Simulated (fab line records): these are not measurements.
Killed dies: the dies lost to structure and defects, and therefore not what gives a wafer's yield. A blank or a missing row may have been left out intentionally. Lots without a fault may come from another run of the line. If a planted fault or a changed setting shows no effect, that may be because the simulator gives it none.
Chamber matching -- flow gf180mcu -- cmp-01 running GF_V4_CMP_04: 4 sister chambers
The step polishes SiO2. 14 wafers are shown with their chamber, then 6 later ones without.

== WAFERS, EACH WITH ITS CHAMBER ==
wafer,chamber,motor current A (A),time to endpoint s (s)
L511.1,0,12.4,78
L511.3,1,13.4,74
L511.6,3,11.3,84
L512.3,2,11.1,76
L512.4,1,13.9,78
L512.5,2,10.8,75
L513.1,0,11.8,94
L513.5,3,11.8,80
L523.1,3,11.6,70
L523.2,2,11.5,66
L523.4,1,14.4,78
L525.2,2,10.7,79
L525.3,1,14.7,81
L525.5,1,14.7,88

SIGNATURES, as means of the wafers listed above
reading,chamber 0,chamber 1,chamber 2,chamber 3,scatter within a chamber
motor current A,12.100,14.220,11.025,11.567,0.443
time to endpoint s,86.00,79.80,74.00,78.00,6.59
Rule: for each reading, subtract the chamber's mean from the wafer's reading, divide by that reading's scatter and square the result; add these up over the readings and take the root, which gives the wafer's distance from the chamber. The wafer belongs to the nearest chamber; if the next one is less than 2 further off, it can't be placed. How the scatter is found: for the shown wafers, subtract from each reading the mean of its chamber, square and add these, divide the total by (wafers less chambers), then take the root.

== WAFERS WITHOUT THEIR CHAMBER ==
wafer,motor current A (A),time to endpoint s (s)
L528.1,12.1,71
L528.2,11.2,70
L528.4,11.2,76
L531.2,11.9,78
L531.4,11.5,84
L531.6,10.2,79

== WHICH CHAMBER EACH WENT THROUGH ==
wafer,from the rows above,in truth
L528.1,can't be placed: 3 or 0 or 2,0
L528.2,can't be placed: 2 or 3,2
L528.4,can't be placed: 2 or 3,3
L531.2,can't be placed: 3 or 0 or 2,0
L531.4,can't be placed: 3 or 0 or 2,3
L531.6,can't be placed: 2 or 3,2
Placed correctly: 0 of 6. Can't be placed from these rows: 6 (the true chamber is among the candidates in 6). 0 placed wrongly.
